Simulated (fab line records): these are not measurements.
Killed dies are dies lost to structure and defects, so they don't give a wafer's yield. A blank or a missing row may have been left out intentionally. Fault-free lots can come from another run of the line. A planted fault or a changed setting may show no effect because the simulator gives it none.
A struck lot beside a sound one    flow sky130    14 steps out of a route of 708
Sound: wafers L367.2, L367.5, L367.6. The struck wafers were L385.1, L385.3, L385.6. The cause is named last.
Order at every step that has rows: each side's tool, ch and its chambers, its first start. Under that, the readings that differ: sound wafers    struck wafers    difference of the means    sigmas: that difference in standard deviations of wafers without a fault.
alike: readings with means less than 2 such deviations apart, plus words and numbers identical on both sides. not compared: withheld readings, readings lacking a value on some wafer, bounds such as >300 that could conceal the same value, and numbers that have no deviation in the record and whose values overlap.
Wherever a step has rows on one side only, a row that says differs or no value, or a row with sigmas, the two part there. Non-overlapping numbers with no deviation appear without sigmas and do not part them. A reading that every wafer of one side lacks parts them only if that side has two wafers or more.

SKY_NWELL_RS_MEAS_29: uses a four-point probe to measure.
  sound on film metro-01 at day 5 21:46; struck on film metro-04 at day 10 13:34
  alike: NWELL_RS
SKY_NWELL_RS_MEAS_31: uses a four-point probe to measure.
  sound on film metro-01 at day 5 22:01; struck on film metro-04 at day 10 13:48
  alike: PWDE_RS
then, 7 steps without rows for these wafers: SKY_VT_ADJUST_HVTP_DEHYDRATE_00 (time 60 s); SKY_VT_ADJUST_HVTP_HMDS_01 (prime time 60 s); SKY_VT_ADJUST_HVTP_COAT_02 (resist thk 1140 nm); SKY_VT_ADJUST_HVTP_SOFTBAKE_03 (time 60 s); SKY_VT_ADJUST_HVTP_EXPOSE_04 (exposes mask HVTPM, target cd 380 nm); SKY_VT_ADJUST_HVTP_PEB_05; SKY_VT_ADJUST_HVTP_DEVELOP_06 (develop time 60 s).
SKY_VT_ADJUST_HVTP_CD_MEAS_07 targets a cd of 380 nm.
  sound on cd sem-01 at day 6 16:50; struck on cd sem-01 at day 11 13:34
  alike: cd nm
SKY_VT_ADJUST_HVTP_OVL_MEAS_08:
  sound on overlay-02 at day 6 16:56; struck on overlay-02 at day 11 13:41
  alike: VT_ADJUST_HVTP_OVL
SKY_VT_ADJUST_HVTP_IMPLANT_09:
  sound on implanter-02 ch 0, day 6 16:59; struck on implanter-03 ch 0, day 11 13:44
reading                    sound                 struck                difference  sigmas
beam energy keV            149.99 149.98 150.04  164.34 164.31 164.30  +14.31      +99 or more
model.implant.rp nm (nm)   82.97 82.97 82.97     87.7 87.7 87.7        +4.7        
model.implant.drp nm (nm)  33.4 33.4 33.4        36.01 36.01 36.01     +2.61       
  alike: beam on s, faraday current uA
SKY_VT_ADJUST_HVTP_STRIP_10: strips in O2/N2.
  sound on plasma asher-04 ch 0,1, day 6 17:07; struck on plasma asher-04 ch 0,1, day 11 13:53
  alike: drypump motor current A, oes product au, strip time to endpoint s
  not compared: rf hours counter h
-- a jump in the record: the struck wafers' starts before and after are 39 days apart (it breaks off in module VT_ADJUST_HVTP and resumes in module PAD_OPEN, where the first step shown is number 708 of the route) --
SKY_PAD_OPEN_PROBE_99:
  sound on prober-02 at day 46 07:25; struck on prober-02 at day 50 11:35
reading                                   sound                 struck                difference  sigmas
model.etest.tip p.rs ohm sq               6850 6979 6983        6762 6688 6758        -201        
model.etest.pfet_01v8.r on ohm um         2988 2942 2983        2928 2913 2889        -61         
model.etest.pfet_01v8.drive ua um         187.5 188.7 185.8     191.8 193.1 193.8     +5.6        
model.etest.pfet_01v8_mvt.drive ua um     147.2 149.4 146.5     155.7 155.3 156.7     +8.2        
model.etest.pfet_01v8_hvt.drive ua um     139.4 141.7 138.3     142.3 144.5 144.3     +3.9        
model.etest.sram pfet latch.drive ua um   135.8 136.3 140.4     145.8 145.5 141.6     +6.8        
model.etest.pfet_01v8_mvt.off log10 a um  -11.07 -11.05 -11.12  -10.01 -9.797 -9.913  +1.17       
model.etest.pfet_01v8.off log10 a um      -10.09 -9.94 -10.07   -9.56 -9.486 -9.418   +0.55       
  alike: killed_at_M0_to_M3, killed_at_M4_up, killed at contacts, killed at front end, killed at other, killed dies, killed open, killed short

WHERE THEY PART
SKY_VT_ADJUST_HVTP_IMPLANT_09 only, going by this record. Later steps at which nothing parts them and some readings are alike: SKY_VT_ADJUST_HVTP_STRIP_10, SKY_PAD_OPEN_PROBE_99.

WHY: whatever the simulator had introduced
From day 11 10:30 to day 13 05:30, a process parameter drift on implanter-03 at SKY_VT_ADJUST_HVTP_IMPLANT_09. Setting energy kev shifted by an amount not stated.
